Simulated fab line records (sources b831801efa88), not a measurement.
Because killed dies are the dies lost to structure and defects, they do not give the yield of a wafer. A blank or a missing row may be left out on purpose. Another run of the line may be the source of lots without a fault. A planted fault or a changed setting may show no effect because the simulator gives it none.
A lot that was struck, set against a sound lot	flow sky130	22 steps out of a route of 708
Sound: the wafers L594.1, L594.2, L594.6. Struck: wafers L607.2, L607.5, L607.6. The cause comes at the end.
Each step with rows lists, per side, the tool, then ch with its chambers, then its first start. Under that, the readings that differ: sound wafers	struck wafers	difference of the means	sigmas: that difference in standard deviations of wafers without a fault.
alike: a reading whose means differ by less than 2 such deviations, as well as words and numbers matching on both sides. not compared: withheld readings; readings where some wafer has no value; bounds like >300 that might hide an equal value; numbers whose values overlap and for which the record gives no deviation.
Wherever a step has rows on one side only, a row that says differs or no value, or a row with sigmas, the two part there. Numbers that don't overlap but have no deviation are shown without sigmas and don't part them. A reading missing from all wafers of one side parts the sides only when that side holds two or more wafers.

first, 6 steps without rows for these wafers: SKY_VT_ADJUST_LVTN_HMDS_01 (prime time 60 s); SKY_VT_ADJUST_LVTN_COAT_02 (resist thk 3000 nm); SKY_VT_ADJUST_LVTN_SOFTBAKE_03; SKY_VT_ADJUST_LVTN_EXPOSE_04 (exposes mask NWM COMPLEMENT LESS NATIVE, target cd 840 nm); SKY_VT_ADJUST_LVTN_PEB_05; SKY_VT_ADJUST_LVTN_DEVELOP_06 (develop time 60 s).
SKY_VT_ADJUST_LVTN_OVL_MEAS_07:
  sound on overlay-01, day 9 10:16; struck on overlay-01, day 12 18:25
  alike: VT_ADJUST_LVTN_OVL
following that, these wafers have no rows for 1 step: SKY_VT_ADJUST_LVTN_IMPLANT_08.
SKY_VT_ADJUST_LVTN_STRIP_09: strips in O2/N2.
  sound on plasma asher-02 ch 0,1, day 9 10:27; struck on plasma asher-02 ch 0,1, day 12 18:36
  alike: drypump motor current A, oes product au, strip time to endpoint s
  not compared: rf hours counter h
SKY_VT_ADJUST_LVTN_TW_MEAS_10:
  sound on film metro-03, day 9 10:33; struck on film metro-02, day 12 18:43
  alike: VT_ADJUST_LVTN_TW
then, 2 steps without rows for these wafers: SKY_VT_ADJUST_LVTN_DEHYDRATE_11 (time 60 s); SKY_VT_ADJUST_LVTN_HMDS_12 (prime time 61.03 s).
SKY_VT_ADJUST_LVTN_COAT_13: resist thk 1140 nm.
  sound on litho track-01 ch 0, day 9 20:14; struck on litho track-01 ch 0, day 13 07:43
reading	sound	struck	difference	sigmas
model.NOVOLAK_of_VT_ADJUST_LVTN_COAT_13.thk nm (nm)	1143 1142 1142	1216 1215 1213	+72	
then, 3 steps without rows for these wafers: SKY_VT_ADJUST_LVTN_SOFTBAKE_14 (time 60 s); SKY_VT_ADJUST_LVTN_EXPOSE_15 (exposes mask HVN STD DERIVED, target cd 600 nm); SKY_VT_ADJUST_LVTN_PEB_16.
SKY_VT_ADJUST_LVTN_DEVELOP_17: develop time 60 s.
  sound on litho track-01 ch 0, day 10 07:50; struck on litho track-02 ch 0, day 13 20:17
reading	sound	struck	difference	sigmas
model.NOVOLAK_of_VT_ADJUST_LVTN_COAT_13.thk nm (nm)	1143 1142 1142	1215 1215 1213	+72	
  alike: developer temp C
SKY_VT_ADJUST_LVTN_OVL_MEAS_18:
  sound on overlay-01, day 10 07:59; struck on overlay-01, day 13 20:25
reading	sound	struck	difference	sigmas
VT_ADJUST_LVTN_01_OVL (nm)	-1.6 -2.9 -1.1	2.1 1.9 -0.2	+3.1	+2
following that, these wafers have no rows for 1 step: SKY_VT_ADJUST_LVTN_IMPLANT_19.
SKY_VT_ADJUST_LVTN_STRIP_20: strips in O2/N2.
  sound on plasma asher-03 ch 0,1, day 10 08:10; struck on plasma asher-04 ch 0,1, day 13 20:36
reading	sound	struck	difference	sigmas
strip time to endpoint s (s)	14.21 14.20 14.20	15.03 15.03 15.00	+0.82	+16
  alike: drypump motor current A, oes product au
  not compared: rf hours counter h
SKY_VT_ADJUST_LVTN_TW_MEAS_21:
  sound on film metro-03, day 10 08:16; struck on film metro-04, day 13 20:43
  alike: VT_ADJUST_LVTN_2_TW
SKY_PAD_OPEN_PROBE_99:
  the record has rows for the sound wafers here (prober-02, day 48 03:52) and none for the struck ones

## WHERE THEY PART
Earliest at SKY_VT_ADJUST_LVTN_OVL_MEAS_18; latest, in this record, at SKY_PAD_OPEN_PROBE_99.

WHY: what had been put in by the simulator
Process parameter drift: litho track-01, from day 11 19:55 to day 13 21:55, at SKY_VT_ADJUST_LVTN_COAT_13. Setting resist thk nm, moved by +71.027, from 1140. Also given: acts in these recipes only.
